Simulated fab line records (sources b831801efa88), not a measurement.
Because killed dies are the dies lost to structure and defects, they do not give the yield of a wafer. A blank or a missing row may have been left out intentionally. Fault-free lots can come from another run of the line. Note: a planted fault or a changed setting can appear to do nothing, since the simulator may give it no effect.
Comparing a struck lot with a sound one    flow sky130    20 out of 708 route steps
Sound: wafers L298.1, L298.2, L298.6. Wafers struck: L301.2, L301.4, L301.5. Last of all comes the cause.
At each step with rows: each side's tool, then ch and its chambers, then its first start. Under that, the readings that differ: sound wafers    struck wafers    difference of the means    sigmas: that difference in standard deviations of wafers without a fault.
alike: readings whose means differ by less than 2 such deviations, and words and numbers that are the same on both sides. not compared: withheld readings, readings that some wafer has no value for, bounds like >300 that may hide the same value, and numbers for which the record gives no deviation and whose values overlap.
Wherever a step has rows on one side only, a row that says differs or no value, or a row with sigmas, the two part there. Numbers that have no deviation but don't overlap get no sigmas and don't part them. Lack of a reading on every wafer of one side parts them only where that side has two or more wafers.

SKY_FIELD_ISO_BOW_MEAS_00:
  sound: film metro-04 at day 3 22:00; struck: film metro-04 at day 4 13:01
  alike: INCOMING_BOW
then, 1 step without rows for these wafers: SKY_FIELD_ISO_OXIDATION_01 (stabilise 600 s, purge 300 s, target thk 12 nm).
SKY_FIELD_ISO_THK_MEAS_02:
  sound: film metro-04 at day 3 23:47; struck: film metro-04 at day 4 14:44
  alike: FIELD_ISO_OXIDATION_00_THK
then, 1 step without rows for these wafers: SKY_FIELD_ISO_CVD_03 (deposits Si3N4 from DCS/NH3, target thk 165 nm, time 2830 s).
SKY_FIELD_ISO_THK_MEAS_04:
  sound: film metro-04 at day 4 01:38; struck: film metro-03 at day 4 16:57
reading                    sound              struck             difference  sigmas
FIELD_ISO_CVD_03_THK (nm)  162.7 162.4 162.8  168.8 167.4 167.4  +5.2        +3
then, 5 steps without rows for these wafers: SKY_FIELD_ISO_DEHYDRATE_05 (time 60 s); SKY_FIELD_ISO_HMDS_06 (prime time 60 s); SKY_FIELD_ISO_COAT_07 (resist thk 60 nm); SKY_FIELD_ISO_COAT_08 (resist thk 450 nm); SKY_FIELD_ISO_SOFTBAKE_09 (time 90 s).
SKY_FIELD_ISO_EXPOSE_10: exposes mask FOM, target cd 150 nm.
  sound on krf scanner-02 ch 0, day 4 10:09; struck on krf scanner-01 ch 0, day 5 01:47
reading  sound              struck                      difference  sigmas
mask     FOM#0 FOM#0 FOM#0  FOM_R1#0 FOM_R1#0 FOM_R1#0  differs     
  alike: exposure dose mJ cm2, focus offset nm
then, 2 steps without rows for these wafers: SKY_FIELD_ISO_PEB_11; SKY_FIELD_ISO_DEVELOP_12 (develop time 60 s).
SKY_FIELD_ISO_CD_MEAS_13 targets a cd of 150 nm.
  sound: cd sem-02 at day 4 18:33; struck: cd sem-02 at day 5 10:22
reading     sound              struck             difference  sigmas
cd nm (nm)  150.4 150.6 151.6  139.8 140.3 139.0  -11.2       -7
SKY_FIELD_ISO_ETCH_14: etches BARC in N2/H2, stops on SiO2, time 45.9 s, target depth 60 nm.
  sound on rie diel-03 ch 1,2,3, day 4 18:40; struck on rie diel-04 ch 0,2, day 5 10:28
reading                     sound              struck             difference  sigmas
model.FIELD_ISO.cd nm (nm)  149.9 151.1 151.7  140.7 139.9 139.2  -11.0       
  alike: drypump motor current A, oes product au, throttle valve pct
  not compared: rf hours counter h
SKY_FIELD_ISO_ETCH_15: etches the open film in CHF3/O2, stops on Si, target depth 180 nm, time 72 s.
  sound on rie diel-03 ch 1,2,3, day 4 18:43; struck on rie diel-04 ch 0,2, day 5 10:31
reading                 sound              struck             difference  sigmas
throttle valve pct (%)  8.828 8.847 8.837  8.861 8.857 8.855  +0.020      +2
  alike: drypump motor current A, oes product au
  not compared: rf hours counter h
SKY_FIELD_ISO_STRIP_16: strips in O2/N2.
  sound on plasma asher-02 ch 0,1, day 4 18:46; struck on plasma asher-04 ch 0,1, day 5 10:34
  alike: drypump motor current A, oes product au, strip time to endpoint s
  not compared: rf hours counter h
SKY_FIELD_ISO_ETCH_17: etches Si in HBr/Cl2/O2, target depth 342 nm, time 97.7 s.
  sound on rie si-02 ch 1,2, day 4 18:52; struck on rie si-01 ch 0,2,3, day 5 10:40
reading                     sound            struck           difference  sigmas
model.FIELD_ISO.cd nm (nm)  149.9 150 149.8  140.5 139.5 139  -10.2       
  alike: drypump motor current A, oes product au, throttle valve pct
  not compared: rf hours counter h
then, 1 step without rows for these wafers: SKY_FIELD_ISO_WET_ETCH_18 (etches Si3N4 in H3PO4, target depth 25 nm, time 286 s).
-- a jump in the record: the struck wafers' starts before and after are 44 days apart (it breaks off in module FIELD_ISO and resumes in module PAD_OPEN, where the first step shown is number 708 of the route) --
SKY_PAD_OPEN_PROBE_99:
  sound: prober-02 at day 48 13:29; struck: prober-01 at day 49 03:58
reading                                  sound              struck             difference  sigmas
model.etest.pfet g5v0d10v5.r on ohm um   4758 4775 4755     4867 4872 4840     +97         
model.etest.res pdiff.line ohm um        1368 1330 1355     1477 1482 1465     +124        
model.etest.res ndiff.line ohm um        773.4 765.7 765.1  812.6 820.9 830.8  +53.4       
model.etest.sram nfet pass.drive ua um   457.5 468.8 480.6  456 453.2 453.9    -15         
model.etest.res ndiff.width nm (nm)      157.2 157.2 156.2  147.8 146.8 146    -10.0       
model.etest.res pdiff.width nm (nm)      143.9 144.5 143.9  134.5 133.2 133.3  -10.4       
model.etest.sram pfet latch.drive ua um  140.7 135 138.5    131.1 129 129.6    -8.2        
  alike: killed_at_M0_to_M3, killed_at_M4_up, killed at contacts, killed at front end, killed at other, killed dies, killed open, killed short

## WHERE THEY PART
Last at SKY_FIELD_ISO_ETCH_15 as far as this record goes, first at SKY_FIELD_ISO_THK_MEAS_04. Later steps at which nothing parts them and some readings are alike: SKY_FIELD_ISO_STRIP_16, SKY_FIELD_ISO_ETCH_17, SKY_PAD_OPEN_PROBE_99.

WHY: what the simulator had put in
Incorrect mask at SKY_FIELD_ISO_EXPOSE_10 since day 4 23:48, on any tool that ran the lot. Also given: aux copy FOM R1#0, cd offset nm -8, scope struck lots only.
